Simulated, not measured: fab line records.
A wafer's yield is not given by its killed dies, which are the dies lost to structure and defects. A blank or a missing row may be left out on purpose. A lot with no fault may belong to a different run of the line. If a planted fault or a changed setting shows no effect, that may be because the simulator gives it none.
fab line records ; flow sky130
[record] lots = 12; wafers = 36; lastDay = 50
route steps=708 shown FIELD_ISO@28 SD_N@348 CONTACT@421 VIA2@531
lots with no fault: from the same line, run without faults
startH: the number of hours between the record's first day and the start of the first shown wafer of the lot ; waitH: hours from the lot's prior step to this one ; " as in the row above ; L1.1+2: several wafers, shown together as one row ; - no value present, or no start provided ; * or withheld: withheld ; < > ~ a bound
route shown NAME@n: names a module that has steps shown in the file, with the first one's number in the route ; usual: average and standard deviation across the fault-free wafers ; same: alike in all rows ; chamber/n: place in a boat ; sites: the reading at each site ; _std_site: the values' standard deviation ; _edge_site: the outer-site mean with the inner-site mean subtracted ; radiusMm: for every site, how far away it sits from the centre of the wafer ; mask NAME#n: copy n ; behind: the tool/chamber that last shaped the wafer ; hold: the reason the lot was held/the length of the hold in hours/how it ended ; device: transistor that didn't switch, given as n, p or np ; end of line: tests run on the same wafers once the route is complete ; step lacking rows: just its recipe ; killed: the dies lost at the first sort to structure and to defects; this is not the yield of the wafer ; map: shows each die of a wafer: x if killed, . if not, _ if none is there
set.NAME: the setting as run; set.NAME@STEP: as run at that earlier step ; model.NAME: the simulator's own value behind a step, which no gauge read
one table for each step of the route and one row for each wafer, over a sample of lots
services: from which hour (startH, from the record's first day; less than 0 if before it) a tool's chamber was out of use, for how many hours, and why
[[steps]]
[step SKY_FIELD_ISO_CMP_27]
[recipe] stopOn = Si3N4; tOverpolishS = 14.79; downForcePsi = 4; platenRpm = 60; targetThkNm = 457.8; padVelocityMS = 0.94248
[usual] motorCurrentA = 12.8/1.1; overpolishRunS = 14.790/0.009; timeToEndpointS = 107/4.1
[same] tOverpolishS = 14.79
lot.wafer;tool;chamber;startH;waitH;motorCurrentA;overpolishRunS;timeToEndpointS
L183.3;cmp-02;2;33.73;0.1;11.6;14.778;106
L183.4;cmp-02;3;33.73;0.1;13.4;14.785;111
L183.2;cmp-02;0;33.73;0.1;13.3;14.789;109
L184.1;cmp-02;3;37.79;0.0;12.7;14.795;113
L184.6;cmp-02;3;37.79;0.0;12.6;14.790;113
L184.5;cmp-02;0;37.79;0.0;13.9;14.781;112
L185.3;cmp-01;0;44.63;0.1;14.7;14.797;104
L185.1;cmp-01;1;44.63;0.1;13.1;14.777;99
L185.5;cmp-01;3;44.63;0.1;11.7;14.782;103
L186.4;cmp-01;2;48.24;0.0;12.2;14.777;110
L186.2;cmp-01;3;48.24;0.0;11.7;14.797;101
L186.5;cmp-01;3;48.24;0.0;11.2;14.786;100
L187.4;cmp-02;2;54.92;0.0;11.6;14.784;113
L187.1;cmp-02;3;54.92;0.0;13.2;14.789;116
L187.3;cmp-02;0;54.92;0.0;13.7;14.788;114
L189.3;cmp-01;0;70.24;0.0;14.2;14.777;105
L189.6;cmp-01;0;70.24;0.0;14.5;14.795;106
L189.5;cmp-01;1;70.24;0.0;11.9;14.782;104
L191.3;cmp-01;0;74.72;0.1;13.6;14.781;106
L191.6;cmp-01;2;74.72;0.1;12.6;14.779;110
L191.5;cmp-01;3;74.72;0.1;11.2;14.781;102
L190.1;cmp-01;0;74.97;0.3;15.0;14.774;104
L190.4;cmp-01;2;74.97;0.3;12.7;14.781;112
L190.5;cmp-01;3;74.97;0.3;11.6;14.803;105
L192.3;cmp-01;1;84.80;0.1;13.1;14.784;101
L192.4;cmp-01;2;84.80;0.1;13.2;14.800;106
L192.6;cmp-01;0;84.80;0.1;14.7;14.802;105
L199.2;cmp-01;2;115.11;0.1;12.5;14.793;114
L199.4;cmp-01;3;115.11;0.1;11.8;14.785;105
L199.3;cmp-01;0;115.11;0.1;14.9;14.800;108
L202.1;cmp-01;0;135.04;0.0;14.9;14.797;106
L202.6;cmp-01;0;135.04;0.0;14.8;14.794;112
L202.5;cmp-01;1;135.04;0.0;12.6;14.789;104
L206.3;cmp-01;2;154.97;0.1;11.9;14.797;105
L206.1;cmp-01;0;154.97;0.1;15.7;14.782;107
L206.5;cmp-01;2;154.97;0.1;12.7;14.787;108
[step SKY_SD_N_DEVELOP_06]
[recipe] resist = NOVOLAK; developer = TMAH; developTimeS = 60; devTempC = 23
[usual] chillPlateTempC = 23.02/0.11; developerTempC = 22.99/0.11
lot.wafer;tool;chamber;startH;waitH;chillPlateTempC;developerTempC
L183.2;lithoTrack-02;0;653.06;0.1;23.10;22.82
L183.3;lithoTrack-02;0;653.06;0.1;23.03;22.82
L183.4;lithoTrack-02;0;653.06;0.1;22.94;23.01
L184.1;lithoTrack-03;0;653.14;0.1;22.99;22.92
L184.5;lithoTrack-03;0;653.14;0.1;23.08;23.06
L184.6;lithoTrack-03;0;653.14;0.1;23.06;22.92
L185.1;lithoTrack-01;0;666.78;0.1;22.97;22.97
L185.3;lithoTrack-01;0;666.78;0.1;23.00;22.95
L185.5;lithoTrack-01;0;666.78;0.1;23.04;23.10
L186.2;lithoTrack-03;0;672.76;0.1;22.76;22.90
L186.4;lithoTrack-03;0;672.76;0.1;22.82;22.90
L186.5;lithoTrack-03;0;672.76;0.1;22.92;22.95
L187.1;lithoTrack-01;0;679.53;0.1;22.92;22.82
L187.3;lithoTrack-01;0;679.53;0.1;22.90;22.97
L187.4;lithoTrack-01;0;679.53;0.1;22.93;22.78
L189.3;lithoTrack-03;0;707.59;0.1;23.11;23.03
L189.5;lithoTrack-03;0;707.59;0.1;23.06;22.90
L189.6;lithoTrack-03;0;707.59;0.1;22.96;22.93
L191.3;lithoTrack-01;0;708.28;0.1;23.06;23.06
L191.5;lithoTrack-01;0;708.28;0.1;23.01;22.99
L191.6;lithoTrack-01;0;708.28;0.1;23.08;23.11
L190.1;lithoTrack-03;0;710.14;0.1;23.17;22.90
L190.4;lithoTrack-03;0;710.14;0.1;23.20;22.93
L190.5;lithoTrack-03;0;710.14;0.1;23.10;22.86
L192.3;lithoTrack-02;0;725.98;0.1;22.95;23.27
L192.4;lithoTrack-02;0;725.98;0.1;22.90;23.12
L192.6;lithoTrack-02;0;725.98;0.1;22.80;22.93
L199.2;lithoTrack-01;0;778.75;0.1;22.97;20.57
L199.3;lithoTrack-01;0;778.75;0.1;23.04;20.66
L199.4;lithoTrack-01;0;778.75;0.1;22.97;20.60
L202.1;lithoTrack-01;0;806.63;0.1;23.08;20.59
L202.5;lithoTrack-01;0;806.63;0.1;22.92;20.61
L202.6;lithoTrack-01;0;806.63;0.1;23.00;20.76
L206.1;lithoTrack-03;0;834.59;0.1;23.04;23.10
L206.3;lithoTrack-03;0;834.59;0.1;22.73;23.14
L206.5;lithoTrack-03;0;834.59;0.1;22.94;22.97
[step SKY_SD_N_CD_MEAS_07]
[recipe] targetCdNm = 380
[usual] cdNm = 380.0/2.8
lot.wafer;tool;chamber;startH;waitH;cdNm
L183.2;cdSem-01;-;653.20;0.1;379.9
L183.3;cdSem-01;-;653.20;0.1;378.7
L183.4;cdSem-01;-;653.20;0.1;377.5
L184.1;cdSem-02;-;653.29;0.1;381.5
L184.5;cdSem-02;-;653.29;0.1;379.7
L184.6;cdSem-02;-;653.29;0.1;380.5
L185.1;cdSem-01;-;666.93;0.1;380.7
L185.3;cdSem-01;-;666.93;0.1;380.9
L185.5;cdSem-01;-;666.93;0.1;381.9
L186.2;cdSem-01;-;672.91;0.1;380.5
L186.4;cdSem-01;-;672.91;0.1;382.0
L186.5;cdSem-01;-;672.91;0.1;380.6
L187.1;cdSem-01;-;679.68;0.1;380.0
L187.3;cdSem-01;-;679.68;0.1;374.6
L187.4;cdSem-01;-;679.68;0.1;378.8
L189.3;cdSem-01;-;707.73;0.1;379.3
L189.5;cdSem-01;-;707.73;0.1;379.7
L189.6;cdSem-01;-;707.73;0.1;377.4
L191.3;cdSem-01;-;708.42;0.1;380.5
L191.5;cdSem-01;-;708.42;0.1;377.5
L191.6;cdSem-01;-;708.42;0.1;381.7
L190.1;cdSem-01;-;710.29;0.1;379.1
L190.4;cdSem-01;-;710.29;0.1;380.2
L190.5;cdSem-01;-;710.29;0.1;381.2
L192.3;cdSem-01;-;726.12;0.1;381.7
L192.4;cdSem-01;-;726.12;0.1;384.8
L192.6;cdSem-01;-;726.12;0.1;384.0
L199.2;cdSem-01;-;778.90;0.1;389.4
L199.3;cdSem-01;-;778.90;0.1;392.0
L199.4;cdSem-01;-;778.90;0.1;390.9
L202.1;cdSem-02;-;806.78;0.1;392.2
L202.5;cdSem-02;-;806.78;0.1;394.2
L202.6;cdSem-02;-;806.78;0.1;391.9
L206.1;cdSem-02;-;834.74;0.1;378.7
L206.3;cdSem-02;-;834.74;0.1;379.0
L206.5;cdSem-02;-;834.74;0.1;379.2
[step SKY_CONTACT_OVL_MEAS_15]
[usual] CONTACT_OVL = 3/5.3
lot.wafer;tool;chamber;startH;waitH;CONTACT_OVL[nm]
L183.2;overlay-01;-;741.76;0.1;-3
L183.3;overlay-01;-;741.76;0.1;-1
L183.4;overlay-01;-;741.76;0.1;-2
L184.1;overlay-02;-;743.69;0.1;6
L184.5;overlay-02;-;743.69;0.1;5
L184.6;overlay-02;-;743.69;0.1;4
L185.1;overlay-02;-;754.45;0.1;5
L185.3;overlay-02;-;754.45;0.1;13
L185.5;overlay-02;-;754.45;0.1;3
L186.2;overlay-01;-;761.66;0.1;0
L186.4;overlay-01;-;761.66;0.1;3
L186.5;overlay-01;-;761.66;0.1;6
L187.1;overlay-02;-;768.19;0.1;6
L187.3;overlay-02;-;768.19;0.1;0
L187.4;overlay-02;-;768.19;0.1;5
L189.3;overlay-01;-;794.80;0.1;3
L189.5;overlay-01;-;794.80;0.1;3
L189.6;overlay-01;-;794.80;0.1;10
L191.3;overlay-01;-;796.10;0.1;-2
L191.5;overlay-01;-;796.10;0.1;8
L191.6;overlay-01;-;796.10;0.1;-2
L190.1;overlay-02;-;796.44;0.1;7
L190.4;overlay-02;-;796.44;0.1;10
L190.5;overlay-02;-;796.44;0.1;-3
L192.3;overlay-01;-;812.07;0.1;-3
L192.4;overlay-01;-;812.07;0.1;9
L192.6;overlay-01;-;812.07;0.1;3
L199.2;overlay-01;-;861.86;0.1;6
L199.3;overlay-01;-;861.86;0.1;-2
L199.4;overlay-01;-;861.86;0.1;-2
L202.1;overlay-01;-;891.39;0.1;8
L202.5;overlay-01;-;891.39;0.1;-6
L202.6;overlay-01;-;891.39;0.1;7
L206.1;overlay-01;-;917.20;0.1;-5
L206.3;overlay-01;-;917.20;0.1;-5
L206.5;overlay-01;-;917.20;0.1;-4
[step SKY_VIA2_CMP_24]
[recipe] stopOn = SiO2; tOverpolishS = 20; downForcePsi = 3.5; platenRpm = 60; targetThkNm = 0; padVelocityMS = 0.94248
[usual] motorCurrentA = 11.7/1; overpolishRunS = 19.999/0.0088; timeToEndpointS = 98/3.3
[same] tOverpolishS = 20
lot.wafer;tool;chamber;startH;waitH;motorCurrentA;overpolishRunS;timeToEndpointS
L183.4;cmp-02;0;856.31;0.0;12.4;19.997;98
L183.2;cmp-02;1;856.31;0.0;10.7;19.990;97
L183.3;cmp-02;2;856.31;0.0;10.1;19.994;92
L184.1;cmp-02;3;858.96;0.1;11.8;20.012;104
L184.6;cmp-02;1;858.96;0.1;10.6;20.011;97
L184.5;cmp-02;2;858.96;0.1;11.0;19.983;97
L185.1;cmp-02;0;866.93;0.1;12.0;19.991;95
L185.3;cmp-02;2;866.93;0.1;10.5;19.997;94
L185.5;cmp-02;0;866.93;0.1;13.2;20.006;97
L186.4;cmp-02;3;874.54;0.0;12.1;19.996;99
L186.2;cmp-02;0;874.54;0.0;12.8;20.010;101
L186.5;cmp-02;0;874.54;0.0;12.6;19.995;99
L187.3;cmp-02;2;882.17;0.0;10.7;19.993;93
L187.4;cmp-02;0;882.17;0.0;12.4;20.005;95
L187.1;cmp-02;1;882.17;0.0;10.4;20.001;92
L189.3;cmp-02;1;906.40;0.1;10.7;20.010;97
L189.5;cmp-02;3;906.40;0.1;12.0;19.999;93
L189.6;cmp-02;0;906.40;0.1;12.2;20.010;96
L191.3;cmp-01;2;909.31;0.1;11.7;19.994;101
L191.5;cmp-01;0;909.31;0.1;13.4;20.002;101
L191.6;cmp-01;1;909.31;0.1;12.0;20.003;98
L190.4;cmp-02;1;909.44;0.1;10.9;20.010;98
L190.1;cmp-02;2;909.44;0.1;10.9;19.983;94
L190.5;cmp-02;0;909.44;0.1;12.6;19.997;95
L192.4;cmp-01;1;922.34;0.0;11.4;19.989;96
L192.3;cmp-01;0;922.34;0.0;13.0;19.982;99
L192.6;cmp-01;2;922.34;0.0;11.6;20.010;98
L199.3;cmp-02;2;970.36;0.0;11.6;19.993;100
L199.2;cmp-02;3;970.36;0.0;11.5;19.991;101
L199.4;cmp-02;0;970.36;0.0;12.9;19.995;97
L202.1;cmp-01;1;996.40;0.1;11.5;19.986;100
L202.5;cmp-01;0;996.40;0.1;14.0;19.994;100
L202.6;cmp-01;1;996.40;0.1;11.3;19.992;102
L206.3;cmp-01;3;1019.59;0.0;10.5;19.997;101
L206.1;cmp-01;2;1019.59;0.0;11.6;19.984;104
L206.5;cmp-01;0;1019.59;0.0;12.8;20.006;101
[[services]]
tool;chamber;startH;hours;kind
cmp-01;-;26.12;0.5;repair
cmp-01;-;33.67;2.8;repair
cmp-01;-;143.97;0.6;repair
cmp-01;-;156.55;2.3;repair
cmp-01;-;164.12;0.4;repair
cmp-01;-;232.00;4.0;pm
cmp-01;-;326.14;7.4;pm
cmp-01;-;333.53;3.7;pm
cmp-01;-;340.14;2.3;repair
cmp-01;-;363.91;18.9;repair
cmp-01;-;379.15;1.8;repair
cmp-01;-;392.45;1.1;repair
cmp-01;-;425.52;2.3;repair
cmp-01;-;477.74;1.7;repair
cmp-01;-;557.81;3.4;repair
cmp-01;-;572.00;4.0;pm
cmp-01;-;616.42;1.2;repair
cmp-01;-;645.46;2.4;repair
cmp-01;-;646.56;0.9;repair
cmp-01;-;656.32;12.0;pm
cmp-01;-;678.89;1.0;repair
cmp-01;-;680.39;0.8;repair
cmp-01;-;700.86;4.8;pm
cmp-01;-;712.46;4.2;repair
[[key]]
[firstSign] step = SKY_SD_N_DEVELOP_06; reading = developerTempC; direction = down; sigmas = 22; usual = *; struck = *
[effect] step = SKY_SD_N_CD_MEAS_07; reading = cdNm; direction = up; sigmas = 4.1; usual = 380.0; struck = 391.8
metAt SKY_SD_N_DEVELOP_06
struckLots L199,L202
testerLeftOut L199,L202
notActingAt SKY_FIELD_ISO_CMP_27,SKY_CONTACT_OVL_MEAS_15,SKY_VIA2_CMP_24
onsetBetween 708.28 778.75
[fault] kind = processParameterDrift; tool = lithoTrack-01; chamber = -; onsetH = 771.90; steps = SKY_SD_N_DEVELOP_06; channel = devTempC; offset = *; shape = step; endH = 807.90; actsIn = *; stated = *
// testerLeftOut: of these lots the tester's yield and bins aren't shown, on N5 and GAA mostly nor the transistor test; their killed dies are dies lost to structure and defects alone, not to doping, threshold or leakage, so they don't give the yield
